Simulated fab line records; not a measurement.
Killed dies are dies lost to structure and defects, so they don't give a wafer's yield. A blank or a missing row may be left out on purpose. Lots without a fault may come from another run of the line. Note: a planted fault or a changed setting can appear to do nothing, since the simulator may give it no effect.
What tool caused it? ; flow sky130 ; 21 wafers from 7 lots sampled at 4 of the route's 708 steps

== WHAT THE GAUGES SHOWED, per wafer ==
SKY_RES_XHIGH_TW_MEAS_09.
lot;measured;on;RES_XHIGH_TW
L767;day 28 13:30;filmMetro-04;1629 1642 1631
L770;day 29 05:07;filmMetro-04;1651 1646 1643
L781;day 32 11:32;filmMetro-04;1629 1627 1630
L783;day 33 00:43;filmMetro-04;1629 1631 1636
L785;day 33 12:55;filmMetro-02;1655 1651 1650

== TOOL THAT RAN EACH LOT (tool first, then ch and the chambers of the sampled wafers, then the start) ==
lot;SKY_FIELD_ISO_ETCH_17;SKY_FIELD_ISO_WET_ETCH_30;SKY_SONOS_ONO_ETCH_15
L767;rieSi-01 ch 0,1,2, day 2 20:50;wetBench-01 ch 1, day 3 12:34;rieDiel-02 ch 0,2,3, day 14 11:19
L770;rieSi-02 ch 0,2, day 3 14:53;wetBench-01 ch 3, day 4 00:26;rieDiel-02 ch 0,1, day 15 01:43
L772;rieSi-02 ch 1,3, day 4 03:35;wetBench-01 ch 1, day 4 07:40;-
L774;rieSi-02 ch 1,3, day 4 13:41;wetBench-03 ch 3, day 4 18:10;-
L781;rieSi-02 ch 1,3, day 5 20:19;wetBench-01 ch 3, day 6 02:32;rieDiel-01 ch 1,2,3, day 18 10:43
L783;rieSi-01 ch 2,3, day 6 08:13;wetBench-02 ch 0, day 6 13:58;rieDiel-01 ch 0,1,3, day 19 00:45
L785;rieSi-01 ch 0,2,3, day 6 17:59;wetBench-03 ch 0, day 6 23:58;rieDiel-01 ch 0,1,2, day 19 17:03
- SKY_FIELD_ISO_ETCH_17: etches Si in HBr/Cl2/O2, target depth 342 nm, time 97.7 s.
- SKY_FIELD_ISO_WET_ETCH_30: etches SiO2 in dHF, target depth 25 nm, time 50 s.
- SKY_SONOS_ONO_ETCH_15: etches the open film in CHF3/O2, target depth 19.52 nm, time 7.8 s.

== THE ANSWER, worked out from the rows above alone ==
Rule: usual is defined by the lots themselves. Put in order of their means at a reading, lots are off if they are a third of the lots or fewer, leave a main group of 4 or more, and stand apart from it by a gap of 3 or more times the standard deviation of the main group's means; of several such gaps the widest counts. If all means in a main group match to the digits the tables above print for the reading, that group is not used. A lot without any number at a reading at which 4 lots or more have one is off too. The other lots that the step has rows for count as sound.
No lot is off on any of the readings shown, so nothing can be concluded from this.

== WHAT WAS PUT IN BY THE SIMULATOR ==
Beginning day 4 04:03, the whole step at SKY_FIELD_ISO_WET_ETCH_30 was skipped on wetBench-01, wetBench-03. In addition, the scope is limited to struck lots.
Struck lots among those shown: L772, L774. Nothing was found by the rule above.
